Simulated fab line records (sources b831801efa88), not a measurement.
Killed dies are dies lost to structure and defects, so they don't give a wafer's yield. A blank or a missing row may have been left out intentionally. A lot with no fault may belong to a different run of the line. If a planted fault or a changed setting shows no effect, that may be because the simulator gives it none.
The same fault as seen by 2 desks || flow gf180mcu || what lay behind the numbers comes last; until then each desk has only its own

## AT THE METROLOGY DESK
What the gauges read, lot by lot, whatever tool the lot ran on: means of the sampled wafers that have a number. If a lot's mean is further than 4 standard deviations from the usual mean, the lot is out of limits and carries the mark OUT (the distance appears in the brackets).
Columns: A = cd_nm at GF_M2_CD_MEAS_14, usual 279.9 nm; B = V2_CVD_00_THK at GF_V2_THK_MEAS_01, usual 600 nm
{"lot": "L215", "first seen here": "day 19 16:40", "A": 278.5, "B": 612}
{"lot": "L216", "first seen here": "day 19 19:17", "A": 279.1, "B": 593}
{"lot": "L217", "first seen here": "day 20 06:38", "A": 279.1, "B": 601}
{"lot": "L218", "first seen here": "day 20 20:16", "A": 279.4, "B": 601}
{"lot": "L226", "first seen here": "day 23 10:20", "A": "319.9 (+31) OUT", "B": 586}
{"lot": "L227", "first seen here": "day 23 16:50", "A": "319.6 (+31) OUT", "B": 593}
{"lot": "L228", "first seen here": "day 24 01:08", "A": 280.7, "B": 610}
{"lot": "L229", "first seen here": "day 24 08:20", "A": 281.4, "B": 608}
{"lot": "L235", "first seen here": "day 26 03:14", "A": 279.8, "B": 600}
{"lot": "L236", "first seen here": "day 26 17:57", "A": 278.6, "B": 594}
{"lot": "L237", "first seen here": "day 26 19:59", "A": 280.2, "B": 605}
{"lot": "L238", "first seen here": "day 27 02:02", "A": 281.2, "B": 603}
Finding of this desk: L226, L227 out of limits; the first was L226 at day 23 10:20, on cd_nm at GF_M2_CD_MEAS_14. L215, L216, L217, L218, L228, L229, L235, L236, L237, L238 stayed within limits.

## AT THE TOOL OWNER'S DESK: litho_track-03
The tool's own readings at GF_M2_PEB_12 (peb time 90 s): means of the sampled wafers that have a number, for each lot that ran on this tool. If a lot's mean is further than 4 standard deviations from the usual mean, the lot is out of limits and carries the mark OUT (the distance appears in the brackets).
Columns: A = heater_power_total_W at GF_M2_PEB_12, usual 85.71 W; B = plate_temp_C at GF_M2_PEB_12, usual 134.96 C
{"lot": "L215", "first seen here": "day 19 16:19", "A": 85.72, "B": 135.01}
{"lot": "L226", "first seen here": "day 23 09:59", "A": "78.15 (-93) OUT", "B": "125.80 (-57) OUT"}
{"lot": "L227", "first seen here": "day 23 16:29", "A": "78.15 (-93) OUT", "B": "125.80 (-57) OUT"}
{"lot": "L235", "first seen here": "day 26 02:53", "A": 85.73, "B": 134.99}
Finding of this desk: L226, L227 out of limits; the first was L226 at day 23 09:59, on heater_power_total_W at GF_M2_PEB_12. L215, L235 stayed within limits.

## ALL TOGETHER
The tool owner's desk could have raised an alarm at day 23 09:59, on L226, L227.
At day 23 10:20 the metrology desk could have sounded an alarm, on L226, L227.
All the named lots went through GF_M2_PEB_12 on litho_track-03.

## WHAT THE SIMULATOR PUT IN
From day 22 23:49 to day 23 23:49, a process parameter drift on litho_track-03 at GF_M2_PEB_12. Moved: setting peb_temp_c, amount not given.
Shown lots that were struck: L226, L227.
Time in hours from fault onset to the first out-of-limits reading at each desk: tool owner's desk 10, metrology desk 11.
